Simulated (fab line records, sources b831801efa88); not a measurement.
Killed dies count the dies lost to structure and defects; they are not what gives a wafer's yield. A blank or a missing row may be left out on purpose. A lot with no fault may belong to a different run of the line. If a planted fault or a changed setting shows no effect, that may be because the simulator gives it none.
Chamber matching ; flow gf180mcu ; GF_V3_CMP_26 on cmp-02: 4 sister chambers
The step polishes, stops on SiO2, t overpolish 15 s, target thk 0 nm. 8 wafers are shown with their chamber, then 6 later ones without.

== WAFERS PAIRED WITH THEIR CHAMBERS ==
wafer;chamber;timeToEndpointS (s);motorCurrentA (A)
L766.5;2;84;11.5
L768.1;1;73;9.3
L768.6;1;73;9.1
L770.3;2;85;11.8
L771.2;0;84;9.8
L783.1;0;82;10.0
L783.3;3;83;9.2
L783.5;3;84;8.7

== WAFERS WITH NO CHAMBER GIVEN ==
wafer;timeToEndpointS (s);motorCurrentA (A)
L786.2;76;9.0
L786.4;80;10.1
L786.5;79;11.6
L787.2;87;9.0
L787.3;85;10.1
L787.6;79;9.2

== THE CHAMBER EACH PASSED THROUGH ==
wafer;from the rows above;in truth
L786.2;1;1
L786.4;0;0
L786.5;2;2
L787.2;3;3
L787.3;0;0
L787.6;can't be placed: 3 or 0 or 1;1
Correct placement for 5 of the 6. Unplaceable from these rows: 1, with the true chamber sitting among the candidates in 1. Wrongly placed: 0.
How it was worked out, from the rows above alone: a wafer's distance from a chamber is the root of the sum, over the readings, of the square of ((its reading less the chamber's mean) divided by the reading's scatter). If the next closest chamber is less than 2 further off than the closest, the wafer can't be placed; otherwise it belongs to the closest. For every chamber, the mean is computed from those of its wafers that are shown. How the scatter is found: for the shown wafers, subtract from each reading the mean of its chamber, square and add these, divide the total by (wafers less chambers), then take the root.
